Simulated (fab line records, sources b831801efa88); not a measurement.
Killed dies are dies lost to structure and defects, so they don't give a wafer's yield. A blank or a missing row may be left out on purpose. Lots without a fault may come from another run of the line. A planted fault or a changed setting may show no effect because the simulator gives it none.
A struck lot beside a sound one | flow sky130 | 16 steps out of a route of 708
Sound: wafers L243.3, L243.5, L243.6. Struck: wafer L229.1. (L229.5 of the same lot was not struck and is left out.) The cause comes at the end.
At each step with rows: each side's tool, then ch and its chambers, then its first start. Under that, the readings that differ: sound wafers | struck wafers | difference of the means | sigmas: that difference in standard deviations of wafers without a fault.
alike: readings whose means differ by less than 2 such deviations, and words and numbers that are the same on both sides. not compared: withheld readings, readings that some wafer has no value for, bounds like >300 that may hide the same value, and numbers for which the record gives no deviation and whose values overlap.
The two part at a step that has a row with sigmas, a row that says differs or no value, or rows on one side only. Numbers that don't overlap but have no deviation are shown without sigmas and don't part them. A reading that every wafer of one side lacks parts them only if that side has two wafers or more.

SKY_CAP2M_THK_MEAS_01:
  sound on film_metro-03, day 45 08:26; struck on film_metro-01, day 41 10:01
  alike: CAP2M_CVD_00_THK
SKY_CAP2M_SPUTTER_02: material TiN, target thk 200 nm, time 166.7 s.
  sound on pvd_sputter-01, day 45 08:29; struck on pvd_sputter-02, day 41 10:04
  reading                | sound          | struck | difference | sigmas
  throttle_valve_pct (%) | 28.7 30.2 29.0 | 31.6   | +2.3       | +2
SKY_CAP2M_RS_MEAS_03: measures by four-point-probe.
  sound on film_metro-04, day 45 08:38; struck on film_metro-03, day 41 10:11
  reading               | sound          | struck | difference | sigmas
  CAP2M_TIN_RS (ohm/sq) | 6.77 6.82 6.85 | 7.03   | +0.22      | +3
SKY_CAP2M_THK_MEAS_04: measures by xrf.
  sound on film_metro-04, day 45 08:44; struck on film_metro-03, day 41 10:18
  reading            | sound             | struck | difference | sigmas
  CAP2M_TIN_THK (nm) | 201.2 199.8 198.3 | 192.7  | -7.1       | -3
then, 7 steps without rows for these wafers: SKY_CAP2M_DEHYDRATE_05 (time 60 s); SKY_CAP2M_HMDS_06 (prime time 60 s); SKY_CAP2M_COAT_07 (resist thk 1140 nm); SKY_CAP2M_SOFTBAKE_08 (time 60 s); SKY_CAP2M_EXPOSE_09 (exposes mask CAP2M, target cd 1000 nm); SKY_CAP2M_PEB_10; SKY_CAP2M_DEVELOP_11 (develop time 60 s).
SKY_CAP2M_OVL_MEAS_12:
  sound on overlay-02, day 46 06:02; struck on overlay-02, day 42 08:35
  alike: CAP2M_OVL
SKY_CAP2M_METAL_ETCH_13: etches TiN in Cl2/BCl3, stops on SiO2, target depth 220 nm, time 62.9 s.
  sound on rie_metal-03 ch 0,1, day 46 06:05; struck on rie_metal-01 ch 0, day 42 08:37
  reading                                    | sound                | struck | difference                   | sigmas
  oes_product_au (a.u.)                      | 0.949 0.950 0.941    | 1.000  | +0.053                       | +7
  rf_hours_counter_h (h)                     | - - -                | 14     | no value on the sound wafers |
  run_length_s (s)                           | 91.0 90.9 90.8       | 75.5   | -15.4                        | -47
  throttle_valve_pct (%)                     | 21.878 21.888 21.900 | 21.854 | -0.035                       | -3
  model.NOVOLAK_of_CAP2M_COAT_07.thk_nm (nm) | 988.3 994.8 991.4    | 1033   | +42                          |
  model.CAP2M.feature_depth_nm (nm)          | 204.1 202.1 201.6    | 165.2  | -37.4                        |
  model.etch.depth_nm (nm)                   | 204.1 202.1 201.6    | 165.2  | -37.4                        |
  alike: drypump_motor_current_A
  not compared: bias_w
SKY_CAP2M_STRIP_14: strips in O2/N2.
  sound on plasma_asher-02 ch 0,1, day 46 06:10; struck on plasma_asher-02 ch 0, day 42 08:42
  reading                      | sound             | struck | difference                   | sigmas
  rf_hours_counter_h (h)       | - - -             | 82     | no value on the sound wafers |
  strip_time_to_endpoint_s (s) | 12.59 12.68 12.61 | 13.05  | +0.42                        | +14
  alike: drypump_motor_current_A, oes_product_au
then, 1 step without rows for these wafers: SKY_CAP2M_STRIP_15 (strips in post etch residue remover, time 1200 s).
-- the record jumps here: 5 days lie between the struck wafers' starts before and after (it left off in module CAP2M and takes up again in module PAD_OPEN, whose first step shown is number 708 of the route) --
SKY_PAD_OPEN_PROBE_99:
  sound on prober-02, day 50 08:47; struck on prober-01, day 47 04:17
  reading                  | sound          | struck | difference | sigmas
  defect_limited_yield (%) | 75.8 82.3 80.5 | 0      | -80        | -42
  killed_at_other          | 0 0 0          | 401    | +401       | +99 or more
  killed_dies              | 119 87 96      | 492    | +391       | +42
  killed_on_rim            | 23 21 19       | 96     | +75        | +20
  sort_bin_3_pad_short (%) | 1.0 1.4 0.4    | 82.3   | +81.4      | +99 or more
  sort_n_pass              | 373 405 396    | 0      | -391       | -42
  sort_yield_pct (%)       | 75.8 82.3 80.5 | 0      | -80        | -42
  alike: killed_at_M0_to_M3, killed_at_M4_up, killed_at_contacts, killed_at_front_end, killed_open, killed_short, sort_bin_5_function, sort_bin_6_memory

WHERE THEY PART
First at SKY_CAP2M_SPUTTER_02; last, within this record, at SKY_PAD_OPEN_PROBE_99.

WHY: what the simulator had put in
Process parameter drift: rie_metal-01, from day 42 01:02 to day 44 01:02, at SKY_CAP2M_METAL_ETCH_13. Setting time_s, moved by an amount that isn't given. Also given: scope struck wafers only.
